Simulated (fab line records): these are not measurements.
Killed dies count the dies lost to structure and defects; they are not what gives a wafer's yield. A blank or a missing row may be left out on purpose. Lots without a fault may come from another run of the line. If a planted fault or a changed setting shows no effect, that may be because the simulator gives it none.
The tool behind it: which one? | flow gf180mcu | 36 wafers from 12 lots sampled at 6 of the route's 602 steps

== WHAT THE GAUGES READ, wafer by wafer ==
GF_MVPSD_OVL_MEAS_07.
lot  | measured     | on         | MVPSD_OVL (nm)
L674 | day 5 07:13  | overlay-01 | 4.7 4.4 2.2
L675 | day 5 13:43  | overlay-01 | 1.4 1.7 1.3
L676 | day 5 18:37  | overlay-01 | 1.9 -0.3 1.5
L680 | day 6 21:25  | overlay-02 | 1.8 0.9 0.4
L679 | day 6 21:59  | overlay-02 | -1.3 -0.5 0.2
L681 | day 7 01:29  | overlay-01 | 3.1 1.8 2.3
L682 | day 7 13:06  | overlay-01 | 3.1 3.0 4.3
L685 | day 8 02:13  | overlay-02 | 1.9 2.4 2.0
L686 | day 8 07:59  | overlay-01 | -0.9 -1.5 -1.4
L688 | day 8 22:55  | overlay-01 | 1.5 1.6 1.8
L689 | day 9 01:20  | overlay-02 | 1.6 -0.1 1.0
L694 | day 10 06:52 | overlay-02 | 0.4 -1.2 -2.2

GF_VT_IMPLANT_RS_MEAS_48: the measuring method here is four-point-probe.
lot  | measured     | on           | LVPWELL_RS (ohm/sq)
L674 | day 7 22:58  | filmMetro-01 | 1196.0 1196.5 1196.7
L675 | day 8 06:37  | filmMetro-01 | 1197.8 1199.3 1194.7
L676 | day 8 12:07  | filmMetro-03 | 1192.5 1192.9 1192.1
L680 | day 9 18:37  | filmMetro-03 | 1195.9 1194.2 1193.1
L679 | day 9 18:45  | filmMetro-04 | 1198.5 1195.3 1196.9
L681 | day 9 21:32  | filmMetro-03 | 1200.0 1199.9 1204.0
L682 | day 10 11:57 | filmMetro-03 | 1159.9 1157.2 1158.9 1157.9 1159.5 1158.8
L685 | day 11 00:58 | filmMetro-04 | 1157.4 1157.6 1156.3 1156.4 1158.3 1157.3
L686 | day 11 08:28 | filmMetro-01 | 1153.3 1156.1 1155.2 1155.0 1153.0 1157.2
L688 | day 12 00:17 | filmMetro-04 | 1194.2 1197.2 1192.6
L689 | day 12 06:35 | filmMetro-01 | 1194.9 1191.2 1195.0
L694 | day 13 13:34 | filmMetro-01 | 1192.8 1194.0 1194.5

GF_VT_IMPLANT_RS_MEAS_49: the measuring method here is four-point-probe.
lot  | measured     | on           | MVPSD_RS (ohm/sq)
L674 | day 7 23:05  | filmMetro-01 | 1165 1168 1167
L675 | day 8 06:44  | filmMetro-01 | 1168 1167 1166
L676 | day 8 12:14  | filmMetro-03 | 1169 1169 1170
L680 | day 9 18:44  | filmMetro-03 | 1171 1170 1170
L679 | day 9 18:52  | filmMetro-04 | 1169 1170 1168
L681 | day 9 21:39  | filmMetro-03 | 1170 1172 1172
L682 | day 10 17:26 | filmMetro-03 | 1172 1171 1173
L685 | day 11 02:50 | filmMetro-04 | 1166 1163 1166
L686 | day 11 10:45 | filmMetro-01 | 1161 1165 1165
L688 | day 12 00:25 | filmMetro-04 | 1168 1163 1165
L689 | day 12 06:43 | filmMetro-01 | 1166 1164 1164
L694 | day 13 13:41 | filmMetro-01 | 1165 1171 1167

GF_HV_LDD_THK_MEAS_57.
lot  | measured     | on           | HV_LDD_CVD_56_THK (nm)
L674 | day 12 23:50 | filmMetro-03 | 89.5 89.2 88.0
L675 | day 13 10:08 | filmMetro-03 | 89.5 89.0 88.8
L676 | day 13 18:30 | filmMetro-04 | 90.9 91.1 90.6
L680 | day 15 10:08 | filmMetro-01 | 91.4 91.1 90.6
L679 | day 15 08:43 | filmMetro-01 | 90.8 90.7 91.0
L681 | day 15 10:40 | filmMetro-03 | 90.7 89.9 90.7
L682 | day 16 02:25 | filmMetro-01 | 90.2 88.8 89.5
L685 | day 16 16:18 | filmMetro-04 | 90.7 90.7 90.6
L686 | day 17 01:56 | filmMetro-01 | 89.5 89.7 89.7
L688 | day 17 21:19 | filmMetro-01 | 90.3 90.7 90.3
L689 | day 18 03:05 | filmMetro-01 | 91.0 90.1 90.6
L694 | day 19 19:58 | filmMetro-01 | 89.6 89.6 89.3

== TOOL THAT RAN EACH LOT (tool first, then ch and the chambers of the sampled wafers, then the start) ==
lot  | GF_LVPWELL_IMPLANT_08          | GF_POLY_GATE_ETCH_12
L674 | implanter-03 ch 0, day 4 02:35 | rieDiel-01 ch 1,2,3, day 9 14:27
L675 | implanter-03 ch 0, day 4 08:53 | rieDiel-02 ch 1,2,3, day 9 22:35
L676 | implanter-03 ch 0, day 4 13:15 | rieDiel-04 ch 1,3, day 10 04:20
L680 | implanter-04 ch 0, day 5 14:17 | rieDiel-01 ch 1,2, day 11 14:29
L679 | implanter-04 ch 0, day 5 14:59 | rieDiel-04 ch 0,1, day 11 14:08
L681 | implanter-04 ch 0, day 5 18:23 | rieDiel-04 ch 0,1,3, day 11 16:16
L682 | implanter-04 ch 0, day 6 04:12 | rieDiel-01 ch 0,1,3, day 12 08:37
L685 | implanter-04 ch 0, day 6 18:00 | rieDiel-04 ch 0,2,3, day 12 20:56
L686 | implanter-04 ch 0, day 6 22:44 | rieDiel-04 ch 0,1,3, day 13 04:12
L688 | implanter-02 ch 0, day 7 12:37 | rieDiel-02 ch 2,3, day 13 23:24
L689 | implanter-03 ch 0, day 7 14:48 | rieDiel-02 ch 0,1,2, day 14 05:18
L694 | implanter-02 ch 0, day 8 18:33 | rieDiel-02 ch 0,1,2, day 15 13:48
- GF_LVPWELL_IMPLANT_08
- GF_POLY_GATE_ETCH_12: etches BARC in N2/H2.

== WHAT THE TOOLS THEMSELVES READ (means of the sampled wafers that have a number; where no wafer has one, the mark that the record gives instead) ==
GF_LVPWELL_IMPLANT_08.
lot  | tool         | beamEnergyKeV
L674 | implanter-03 | 170.05
L675 | implanter-03 | 170.04
L676 | implanter-03 | 170.01
L680 | implanter-04 | 169.99
L679 | implanter-04 | 169.99
L681 | implanter-04 | 170.10
L682 | implanter-04 | 201.58
L685 | implanter-04 | 201.68
L686 | implanter-04 | 201.59
L688 | implanter-02 | 169.99
L689 | implanter-03 | 169.98
L694 | implanter-02 | 170.01

GF_POLY_GATE_ETCH_12.
lot  | tool       | drypumpMotorCurrentA (A) | oesProductAu (a.u.) | throttleValvePct (%)
L674 | rieDiel-01 | 5.6                      | 0.737               | 13.214
L675 | rieDiel-02 | 5.4                      | 0.740               | 13.223
L676 | rieDiel-04 | 5.2                      | 0.733               | 13.219
L680 | rieDiel-01 | 5.7                      | 0.732               | 13.207
L679 | rieDiel-04 | 5.6                      | 0.736               | 13.217
L681 | rieDiel-04 | 5.7                      | 0.734               | 13.211
L682 | rieDiel-01 | 5.6                      | 0.736               | 13.206
L685 | rieDiel-04 | 6.2                      | 0.733               | 13.221
L686 | rieDiel-04 | 5.7                      | 0.736               | 13.210
L688 | rieDiel-02 | 5.1                      | 0.741               | 13.208
L689 | rieDiel-02 | 5.4                      | 0.735               | 13.205
L694 | rieDiel-02 | 5.4                      | 0.733               | 13.212

== THE ANSWER, worked out from the rows above alone ==
Rule: what is usual is taken from the lots themselves. The widest of any qualifying gaps counts: lots, ordered by their means at a reading, are off when they make up no more than a third of the lots, leave a main group of 4 or more, and stand apart from it by 3 or more times the standard deviation of that group's means. Not used: any main group whose means are identical at the precision the tables above print for the reading. A lot without any number at a reading at which 4 lots or more have one is off too. Any other lot the step has rows for is counted as sound. The gauges are gone through in route order, then the tools' own readings, and for those a lot's mean is taken as printed above. The first step at which some lot is off is used, and at that step the reading that is off furthest; a lot without a number counts as furthest.
Off: L682, L685, L686, at GF_VT_IMPLANT_RS_MEAS_48 (LVPWELL_RS). For the main group the mean is 1195.7 ohm/sq and the standard deviation 2.5.
If a tool, at a process step before that reading, ran all the lots that are off and no sound lot after the first of them, it fits. The gauges at GF_VT_IMPLANT_RS_MEAS_48 aren't tried: what is off there is off at GF_LVPWELL_IMPLANT_08 too, on other tools, and a gauge's error can't cause that. One candidate fits, namely implanter-04 at GF_LVPWELL_IMPLANT_08. A fault onset in the window from L681 (day 5 18:23, its last sound lot) to L682 (day 6 04:12, its first lot off) fits.
On the lots that are off, the tool's own readings at GF_LVPWELL_IMPLANT_08 differ by more than 5 times the standard deviation of the sound lots' means, which bears it out; beamEnergyKeV reads 201.62 there versus 170.02 on the sound lots.

== WHAT THE SIMULATOR HAD INSERTED ==
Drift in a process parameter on implanter-04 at GF_LVPWELL_IMPLANT_08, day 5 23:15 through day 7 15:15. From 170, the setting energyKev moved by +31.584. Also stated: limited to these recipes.
Shown lots that were struck: L682, L685, L686. The rule given above showed the same thing.
